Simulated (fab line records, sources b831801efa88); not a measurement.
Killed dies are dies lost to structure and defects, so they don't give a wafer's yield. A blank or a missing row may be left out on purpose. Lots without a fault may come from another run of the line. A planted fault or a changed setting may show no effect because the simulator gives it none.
Which tool did it? | flow gf180mcu | 13 lots, 39 wafers sampled, at 5 steps of a route of 602

WHAT THE GAUGES READ, wafer by wafer
GF_VT_IMPLANT_TW_MEAS_43.
lot  | measured     | on            | VT_IMPLANT_4_TW
L269 | day 7 12:52  | film_metro-03 | 699 701 701
L272 | day 8 10:19  | film_metro-01 | 699 700 700
L274 | day 8 21:43  | film_metro-02 | 700 700 701
L275 | day 9 02:43  | film_metro-02 | 700 699 705
L278 | day 10 03:01 | film_metro-03 | 696 693 694
L279 | day 10 07:58 | film_metro-03 | 673 677 678
L280 | day 10 09:26 | film_metro-02 | 707 703 703
L282 | day 11 00:49 | film_metro-02 | 685 682 681
L286 | day 12 13:25 | film_metro-01 | 697 698 698
L288 | day 13 11:19 | film_metro-01 | 704 698 699
L290 | day 13 13:30 | film_metro-02 | 697 698 695
L291 | day 14 04:06 | film_metro-03 | 695 699 698
L292 | day 14 06:31 | film_metro-01 | 695 692 692

GF_POLY_GATE_CD_MEAS_18.
lot  | measured     | on        | cd_nm (nm)
L269 | day 9 06:29  | cd_sem-01 | 278.5 284.1 282.1
L272 | day 10 03:04 | cd_sem-02 | 277.2 279.8 279.1
L274 | day 10 15:37 | cd_sem-02 | 278.1 278.7 277.7
L275 | day 11 03:32 | cd_sem-01 | 284.7 286.6 282.8
L278 | day 11 23:51 | cd_sem-02 | 279.6 277.8 277.9
L279 | day 12 06:50 | cd_sem-02 | 278.7 279.6 280.8
L280 | day 12 07:02 | cd_sem-01 | 281.5 279.8 279.6
L282 | day 13 00:35 | cd_sem-02 | 283.9 281.7 282.5
L286 | day 14 15:51 | cd_sem-01 | 281.2 282.3 281.6
L288 | day 15 13:11 | cd_sem-01 | 281.0 281.8 281.0
L290 | day 15 19:45 | cd_sem-01 | 279.4 278.9 281.5
L291 | day 16 07:46 | cd_sem-01 | 278.6 283.2 283.3
L292 | day 16 10:10 | cd_sem-01 | 281.3 282.5 281.6

GF_HV_LDD_CD_MEAS_07: target cd 400 nm.
lot  | measured     | on        | cd_nm (nm)
L269 | day 10 02:25 | cd_sem-01 | 398.7 401.9 400.5
L272 | day 10 21:11 | cd_sem-01 | 400.6 403.4 399.7
L274 | day 11 09:28 | cd_sem-02 | 398.2 401.1 401.3
L275 | day 11 22:04 | cd_sem-02 | 401.2 399.8 400.9
L278 | day 12 19:53 | cd_sem-02 | 401.3 401.2 396.9
L279 | day 13 02:01 | cd_sem-02 | 401.6 401.6 403.5
L280 | day 13 02:26 | cd_sem-01 | 400.5 400.0 399.8
L282 | day 13 21:01 | cd_sem-02 | 398.4 398.5 400.2
L286 | day 15 13:19 | cd_sem-02 | 400.8 400.4 400.1
L288 | day 16 11:25 | cd_sem-01 | 397.0 398.1 397.4
L290 | day 16 17:49 | cd_sem-02 | 395.9 397.6 397.5
L291 | day 17 05:28 | cd_sem-01 | 398.7 397.0 400.4
L292 | day 17 09:14 | cd_sem-02 | 398.6 395.0 395.6

WHICH TOOL RAN EACH LOT (tool, then ch and the chambers of the sampled wafers, then the start)
lot  | GF_MVSD_STRIP_10                     | GF_VT_IMPLANT_IMPLANT_41
L269 | plasma_asher-01 ch 0,1, day 4 10:46  | implanter-02 ch 0, day 7 12:37
L272 | plasma_asher-01 ch 0,1, day 5 06:34  | implanter-02 ch 0, day 8 10:02
L274 | plasma_asher-02 ch 0,1, day 5 15:05  | implanter-04 ch 0, day 8 21:28
L275 | plasma_asher-02 ch 0,1, day 5 19:34  | implanter-04 ch 0, day 9 02:28
L278 | plasma_asher-02 ch 0,1, day 6 13:10  | implanter-04 ch 0, day 10 02:46
L279 | plasma_asher-02 ch 0,1, day 6 21:40  | implanter-03 ch 0, day 10 07:43
L280 | plasma_asher-02 ch 0,1, day 7 00:26  | implanter-02 ch 0, day 10 09:13
L282 | plasma_asher-03 ch 0,1, day 7 11:52  | implanter-03 ch 0, day 11 00:34
L286 | plasma_asher-02 ch 0,1, day 8 17:12  | implanter-04 ch 0, day 12 13:10
L288 | plasma_asher-03 ch 1, day 9 04:25    | implanter-03 ch 0, day 13 11:04
L290 | plasma_asher-02 ch 0,1, day 9 15:01  | implanter-03 ch 0, day 13 13:15
L291 | plasma_asher-03 ch 0,1, day 10 03:57 | implanter-02 ch 0, day 14 03:51
L292 | plasma_asher-02 ch 0,1, day 10 05:19 | implanter-03 ch 0, day 14 06:17
- GF_MVSD_STRIP_10: strips in O2/N2.
- GF_VT_IMPLANT_IMPLANT_41

WHAT THE TOOLS THEMSELVES READ (means of the sampled wafers that have a number; where no wafer has one, the mark that the record gives instead)
GF_MVSD_STRIP_10.
lot  | tool            | drypump_motor_current_A (A) | heater_power_w (W) | oes_product_au (a.u.) | strip_time_to_endpoint_s (s)
L269 | plasma_asher-01 | 6.4                         | 340                | 0.726                 | 36.47
L272 | plasma_asher-01 | 6.5                         | 350                | 0.724                 | 36.39
L274 | plasma_asher-02 | 5.6                         | 380                | 0.724                 | 36.38
L275 | plasma_asher-02 | 5.6                         | 378                | 0.723                 | 36.63
L278 | plasma_asher-02 | 5.6                         | 376                | 0.724                 | 36.56
L279 | plasma_asher-02 | 5.3                         | 363                | 0.721                 | 36.49
L280 | plasma_asher-02 | 5.6                         | 374                | 0.714                 | 36.42
L282 | plasma_asher-03 | 5.6                         | 330                | 0.721                 | 36.52
L286 | plasma_asher-02 | 5.3                         | 360                | 0.722                 | 36.52
L288 | plasma_asher-03 | 5.6                         | 317                | 0.721                 | 36.54
L290 | plasma_asher-02 | 5.3                         | 364                | 0.717                 | 36.71
L291 | plasma_asher-03 | 5.7                         | 330                | 0.725                 | 36.51
L292 | plasma_asher-02 | 5.3                         | 361                | 0.720                 | 36.57

GF_VT_IMPLANT_IMPLANT_41.
lot  | tool         | beam_energy_keV | dose_ions_cm2
L269 | implanter-02 | 69.982          | 1.0133e+12
L272 | implanter-02 | 70.007          | 1.0126e+12
L274 | implanter-04 | 70.011          | 1.0128e+12
L275 | implanter-04 | 70.002          | 1.0132e+12
L278 | implanter-04 | 70.005          | 1.0149e+12
L279 | implanter-03 | 62.836          | 1.0137e+12
L280 | implanter-02 | 70.047          | 1.0136e+12
L282 | implanter-03 | 62.866          | 1.0121e+12
L286 | implanter-04 | 70.025          | 1.0131e+12
L288 | implanter-03 | 70.026          | 1.0141e+12
L290 | implanter-03 | 70.028          | 1.0138e+12
L291 | implanter-02 | 69.997          | 1.0129e+12
L292 | implanter-03 | 69.995          | 1.0118e+12

THE ANSWER, worked out from the rows above alone
Rule: what is usual is taken from the lots themselves. Put in order of their means at a reading, lots are off if they are a third of the lots or fewer, leave a main group of 4 or more, and stand apart from it by a gap of 3 or more times the standard deviation of the main group's means; of several such gaps the widest counts. A main group whose means are all the same, to the digits that the tables above print for the reading, isn't used. A lot without any number at a reading at which 4 lots or more have one is off too. The other lots that the step has rows for count as sound. The gauges are gone through in route order, then the tools' own readings, and for those a lot's mean is taken as printed above. The first step at which some lot is off is used, and at that step the reading that is off furthest; a lot without a number counts as furthest.
Off: L279, L282, at GF_VT_IMPLANT_TW_MEAS_43 (VT_IMPLANT_4_TW). The main group: mean 699, standard deviation 3.1.
A tool fits if, at a process step before that reading, it ran every lot that is off, and no sound lot after the first of them. The gauges at GF_VT_IMPLANT_TW_MEAS_43 aren't tried: what is off there is off at GF_VT_IMPLANT_IMPLANT_41 too, on other tools, and a gauge's error can't cause that. None of those tried fits.

WHAT THE SIMULATOR HAD PUT IN
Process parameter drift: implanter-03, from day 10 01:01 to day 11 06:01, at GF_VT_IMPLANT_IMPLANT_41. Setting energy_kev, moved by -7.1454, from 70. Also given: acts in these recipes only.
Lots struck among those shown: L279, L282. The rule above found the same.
